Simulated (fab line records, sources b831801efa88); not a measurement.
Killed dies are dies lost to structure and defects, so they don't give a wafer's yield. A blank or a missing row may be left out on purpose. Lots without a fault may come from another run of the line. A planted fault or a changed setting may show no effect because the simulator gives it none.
One fault seen from 2 desks | flow gf180mcu | each desk has only its own numbers; what lay behind them comes last

THE TOOL OWNER'S DESK: pecvd-04
The tool's own readings at GF_PASSIVATION_CVD_02 (deposits Si3N4, target thk 700 nm, time 486.18 s): means of the sampled wafers that have a number, for each lot that ran on this tool. A lot is out of limits, marked OUT, if its mean lies more than 4 standard deviations from the usual mean; the brackets give that distance.
Columns: A = heater_power_w at GF_PASSIVATION_CVD_02, usual 675 W; B = rf_fwd_power_W at GF_PASSIVATION_CVD_02, usual 448.9 W
lot  | first seen here | A   | B
L154 | day 28 12:19    | 847 | 447.6
L157 | day 29 10:23    | 830 | 449.6
L162 | day 30 22:17    | 829 | 389.0 (-46) OUT
L163 | day 31 01:41    | 833 | 390.0 (-45) OUT
This desk's finding: out of limits on L162, L163; first on L162, day 30 22:17 (rf_fwd_power_W at GF_PASSIVATION_CVD_02). In limits: L154, L157.

THE METROLOGY DESK
What the gauges read, lot by lot, whatever tool the lot ran on: means of the sampled wafers that have a number. A lot is out of limits, marked OUT, if its mean lies more than 4 standard deviations from the usual mean; the brackets give that distance.
Columns: A = PASSIVATION_CVD_00_THK at GF_PASSIVATION_THK_MEAS_01, usual 996 nm; B = PASSIVATION_CVD_02_THK at GF_PASSIVATION_THK_MEAS_03, usual 698 nm; C = PASSIVATION_BOW at GF_PASSIVATION_BOW_MEAS_14, usual 137 um
lot  | first seen here | A    | B   | C
L153 | day 28 10:51    | 1031 | 699 | 135
L154 | day 28 12:17    | 1003 | 696 | 150
L157 | day 29 10:21    | 1005 | 705 | 127
L159 | day 30 02:17    | 988  | 689 | 157
L162 | day 30 22:15    | 1014 | 664 | 138
L163 | day 31 01:37    | 1000 | 674 | 139
L169 | day 32 15:56    | 990  | 704 | 139
L171 | day 33 07:20    | 990  | 706 | 135
L173 | day 33 15:34    | 975  | 704 | 126
L174 | day 33 22:51    | 1006 | 701 | 126
L176 | day 34 07:08    | 985  | 697 | 131
This desk's finding: nothing out of limits on any of the 11 lots.

PUT TOGETHER
The tool owner's desk could have raised an alarm at day 30 22:17, on L162, L163.
The metrology desk saw nothing out of limits.
The metrology desk has L162, L163 on record, within its limits.
Of the lots named, all ran GF_PASSIVATION_CVD_02 on pecvd-04.

WHAT THE SIMULATOR HAD PUT IN
Process parameter drift: pecvd-04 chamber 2, from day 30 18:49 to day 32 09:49, at GF_PASSIVATION_CVD_02. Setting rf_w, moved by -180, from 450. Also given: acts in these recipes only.
Lots struck among those shown: L162, L163.
Hours from the fault's start to each desk's first reading out of limits: the tool owner's desk, 3.
